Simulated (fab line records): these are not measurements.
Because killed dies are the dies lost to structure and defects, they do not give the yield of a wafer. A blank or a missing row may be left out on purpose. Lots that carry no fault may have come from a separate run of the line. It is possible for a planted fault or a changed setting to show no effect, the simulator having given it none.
Matching of chambers || flow sky130 || 4 sister chambers for SKY_CONTACT_ETCH_17 on rie_diel-02
The step etches SiO2 in C4F8/O2/Ar, stops on Si3N4, target depth 340 nm. 20 wafers are shown with their chamber, then 10 later ones without.

## WAFERS WITH THEIR CHAMBER
{"wafer": "L074.4", "chamber": 0, "bias_w (W)": 1198, "oes_product_au (a.u.)": 0.902}
{"wafer": "L074.5", "chamber": 1, "bias_w (W)": 1203, "oes_product_au (a.u.)": 0.893}
{"wafer": "L074.6", "chamber": 2, "bias_w (W)": 1201, "oes_product_au (a.u.)": 0.895}
{"wafer": "L075.1", "chamber": 3, "bias_w (W)": 1193, "oes_product_au (a.u.)": 0.894}
{"wafer": "L075.2", "chamber": 0, "bias_w (W)": 1203, "oes_product_au (a.u.)": 0.901}
{"wafer": "L075.6", "chamber": 0, "bias_w (W)": 1194, "oes_product_au (a.u.)": 0.902}
{"wafer": "L078.2", "chamber": 2, "bias_w (W)": 1208, "oes_product_au (a.u.)": 0.893}
{"wafer": "L078.5", "chamber": 1, "bias_w (W)": 1193, "oes_product_au (a.u.)": 0.911}
{"wafer": "L078.6", "chamber": 0, "bias_w (W)": 1196, "oes_product_au (a.u.)": 0.902}
{"wafer": "L079.2", "chamber": 2, "bias_w (W)": 1202, "oes_product_au (a.u.)": 0.902}
{"wafer": "L079.4", "chamber": 1, "bias_w (W)": 1201, "oes_product_au (a.u.)": 0.901}
{"wafer": "L079.6", "chamber": 2, "bias_w (W)": 1204, "oes_product_au (a.u.)": 0.905}
{"wafer": "L080.2", "chamber": 3, "bias_w (W)": 1200, "oes_product_au (a.u.)": 0.899}
{"wafer": "L080.4", "chamber": 0, "bias_w (W)": 1202, "oes_product_au (a.u.)": 0.900}
{"wafer": "L080.5", "chamber": 0, "bias_w (W)": 1200, "oes_product_au (a.u.)": 0.906}
{"wafer": "L081.3", "chamber": 3, "bias_w (W)": 1201, "oes_product_au (a.u.)": 0.894}
{"wafer": "L081.5", "chamber": 2, "bias_w (W)": 1200, "oes_product_au (a.u.)": 0.900}
{"wafer": "L081.6", "chamber": 1, "bias_w (W)": 1200, "oes_product_au (a.u.)": 0.891}
{"wafer": "L087.1", "chamber": 2, "bias_w (W)": 1205, "oes_product_au (a.u.)": 0.895}
{"wafer": "L087.4", "chamber": 3, "bias_w (W)": 1202, "oes_product_au (a.u.)": 0.898}

SIGNATURES (means of the wafers above)
{"reading": "bias_w", "chamber 0": 1198.83, "chamber 1": 1199.25, "chamber 2": 1203.33, "chamber 3": 1199.00, "scatter within a chamber": 3.63}
{"reading": "oes_product_au", "chamber 0": 0.90217, "chamber 1": 0.89900, "chamber 2": 0.89833, "chamber 3": 0.89625, "scatter within a chamber": 0.00501}
Rule: a wafer lies at a distance from a chamber equal to the root of the sum of squares, over the readings, of (its reading less the chamber's mean, divided by the reading's scatter). The wafer belongs to the nearest chamber; if the next one is less than 2 further off, it can't be placed. The scatter is the square root of a quotient: the sum, over the shown wafers, of each reading's squared deviation from its chamber's mean, divided by wafers minus chambers.

## WAFERS WITH NO CHAMBER GIVEN
{"wafer": "L087.6", "bias_w (W)": 1206, "oes_product_au (a.u.)": 0.903}
{"wafer": "L090.3", "bias_w (W)": 1202, "oes_product_au (a.u.)": 0.900}
{"wafer": "L090.4", "bias_w (W)": 1200, "oes_product_au (a.u.)": 0.900}
{"wafer": "L090.5", "bias_w (W)": 1198, "oes_product_au (a.u.)": 0.908}
{"wafer": "L092.3", "bias_w (W)": 1201, "oes_product_au (a.u.)": 0.897}
{"wafer": "L092.5", "bias_w (W)": 1200, "oes_product_au (a.u.)": 0.893}
{"wafer": "L092.6", "bias_w (W)": 1198, "oes_product_au (a.u.)": 0.891}
{"wafer": "L097.1", "bias_w (W)": 1198, "oes_product_au (a.u.)": 0.901}
{"wafer": "L097.4", "bias_w (W)": 1194, "oes_product_au (a.u.)": 0.895}
{"wafer": "L097.5", "bias_w (W)": 1194, "oes_product_au (a.u.)": 0.907}

## EACH ONE'S CHAMBER
{"wafer": "L087.6", "from the rows above": "can't be placed: 2 or 0 or 1 or 3", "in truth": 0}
{"wafer": "L090.3", "from the rows above": "can't be placed: 2 or 1 or 0 or 3", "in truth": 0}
{"wafer": "L090.4", "from the rows above": "can't be placed: 1 or 0 or 3 or 2", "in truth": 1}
{"wafer": "L090.5", "from the rows above": "can't be placed: 0 or 1 or 3 or 2", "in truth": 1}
{"wafer": "L092.3", "from the rows above": "can't be placed: 3 or 1 or 2 or 0", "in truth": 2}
{"wafer": "L092.5", "from the rows above": "can't be placed: 3 or 1 or 2 or 0", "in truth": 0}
{"wafer": "L092.6", "from the rows above": "can't be placed: 3 or 1 or 2 or 0", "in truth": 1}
{"wafer": "L097.1", "from the rows above": "can't be placed: 0 or 1 or 3 or 2", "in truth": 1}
{"wafer": "L097.4", "from the rows above": "can't be placed: 3 or 1 or 0 or 2", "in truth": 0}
{"wafer": "L097.5", "from the rows above": "can't be placed: 0 or 1 or 3 or 2", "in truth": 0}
0 of 10 placed correctly. These rows do not allow placing 10 (true chamber among the candidates in 10). 0 placed wrongly.
